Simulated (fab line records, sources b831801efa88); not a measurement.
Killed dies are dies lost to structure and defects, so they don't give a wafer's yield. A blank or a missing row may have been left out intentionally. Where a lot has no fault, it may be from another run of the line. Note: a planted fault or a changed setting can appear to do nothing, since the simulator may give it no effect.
What tool caused it? ; flow sky130 ; 39 wafers from 13 lots sampled at 2 of the route's 708 steps

## WHAT EACH GAUGE READ, for each wafer
The record holds no reading of a measuring or inspecting step that can be judged against a usual standard deviation.

## WHAT TOOL EACH LOT RAN ON (gives the tool, then ch and the chambers of the sampled wafers, and finally the start)
lot;SKY_METAL3_ETCH_16;SKY_METAL3_ETCH_17
L397;rie metal-01 ch 0, day 38 04:50;rie diel-02 ch 0,3, day 38 04:58
L398;rie metal-03 ch 0,1, day 38 05:23;rie diel-04 ch 0,1, day 38 05:29
L400;rie metal-04 ch 0,1, day 39 01:27;rie diel-02 ch 0,1, day 39 01:33
L405;rie metal-01 ch 0,1, day 40 11:20;rie diel-04 ch 0,2,3, day 40 11:26
L406;rie metal-01 ch 0,1, day 40 23:32;rie diel-02 ch 0,2,3, day 40 23:36
L407;rie metal-03 ch 0,1, day 41 07:19;rie diel-03 ch 0,2, day 41 07:25
L408;rie metal-01 ch 1, day 41 11:38;rie diel-04 ch 2,3, day 41 11:44
L414;rie metal-04 ch 0,1, day 43 02:04;rie diel-02 ch 1,2, day 43 02:10
L417;rie metal-03 ch 0,1, day 44 02:53;rie diel-03 ch 0,2,3, day 44 02:59
L416;rie metal-01 ch 0,1, day 44 06:31;rie diel-03 ch 0,2,3, day 44 06:37
L418;rie metal-03 ch 0,1, day 44 12:37;rie diel-02 ch 1,2,3, day 44 12:43
L419;rie metal-01 ch 0,1, day 44 13:44;rie diel-02 ch 0,1,3, day 44 13:50
L420;rie metal-01 ch 0,1, day 44 18:05;rie diel-03 ch 0,2,3, day 44 18:11
- SKY_METAL3_ETCH_16: etches BARC in N2/H2, stops on SiO2, time 88.2 s, target depth 60 nm.
- SKY_METAL3_ETCH_17: etches SiO2 in C4F8/O2/Ar, stops on TiN, time 3.9 s, target depth 15 nm.

## AS READ BY THE TOOLS THEMSELVES (means over the sampled wafers that have a number; for cases with no such wafer, the mark the record gives instead)
SKY_METAL3_ETCH_16.
lot;tool;drypump motor current A (A);oes product au (a.u.);run length s (s);throttle valve pct (%)
L397;rie metal-01;5.8;0.621;116.0;13.198
L398;rie metal-03;6.1;0.629;116.2;13.214
L400;rie metal-04;5.3;0.620;116.1;13.208
L405;rie metal-01;6.0;0.624;116.0;13.204
L406;rie metal-01;6.0;0.587;131.6;13.192
L407;rie metal-03;5.7;0.625;116.3;13.209
L408;rie metal-01;6.4;0.604;123.5;13.197
L414;rie metal-04;5.3;0.626;116.4;13.199
L417;rie metal-03;6.1;0.627;116.3;13.205
L416;rie metal-01;6.2;0.622;115.7;13.218
L418;rie metal-03;6.1;0.622;116.5;13.207
L419;rie metal-01;6.2;0.624;115.8;13.209
L420;rie metal-01;6.2;0.621;115.8;13.213

SKY_METAL3_ETCH_17.
lot;tool;oes product au (a.u.)
L397;rie diel-02;0.752
L398;rie diel-04;0.751
L400;rie diel-02;0.758
L405;rie diel-04;0.763
L406;rie diel-02;0.740
L407;rie diel-03;0.744
L408;rie diel-04;0.748
L414;rie diel-02;0.762
L417;rie diel-03;0.755
L416;rie diel-03;0.755
L418;rie diel-02;0.758
L419;rie diel-02;0.763
L420;rie diel-03;0.751

## THE ANSWER, worked out from the rows above alone
Rule: usual is defined by the lots themselves. Put in order of their means at a reading, lots are off if they are a third of the lots or fewer, leave a main group of 4 or more, and stand apart from it by a gap of 3 or more times the standard deviation of the main group's means; of several such gaps the widest counts. A main group is skipped when, at the precision printed for the reading in the tables above, its means are all equal. Also off: a lot with no number at a reading for which 4 or more lots have one. Any other lot the step has rows for is counted as sound. Order of review: gauges by route order, followed by the tools' own readings, for which a lot's mean as printed above is used. At the first step where some lot is off, the reading lying furthest off is the one used; lots without a number count as furthest.
Off: L406, L408 (SKY_METAL3_ETCH_16, run length s). The main group: mean 116.1 s, standard deviation 0.25.
If a tool, at that step or one of the process steps before it, ran each lot that is off and ran no sound lot following the first of them, it fits. Not one of the candidates tried fits.

## WHAT HAD BEEN PUT IN BY THE SIMULATOR
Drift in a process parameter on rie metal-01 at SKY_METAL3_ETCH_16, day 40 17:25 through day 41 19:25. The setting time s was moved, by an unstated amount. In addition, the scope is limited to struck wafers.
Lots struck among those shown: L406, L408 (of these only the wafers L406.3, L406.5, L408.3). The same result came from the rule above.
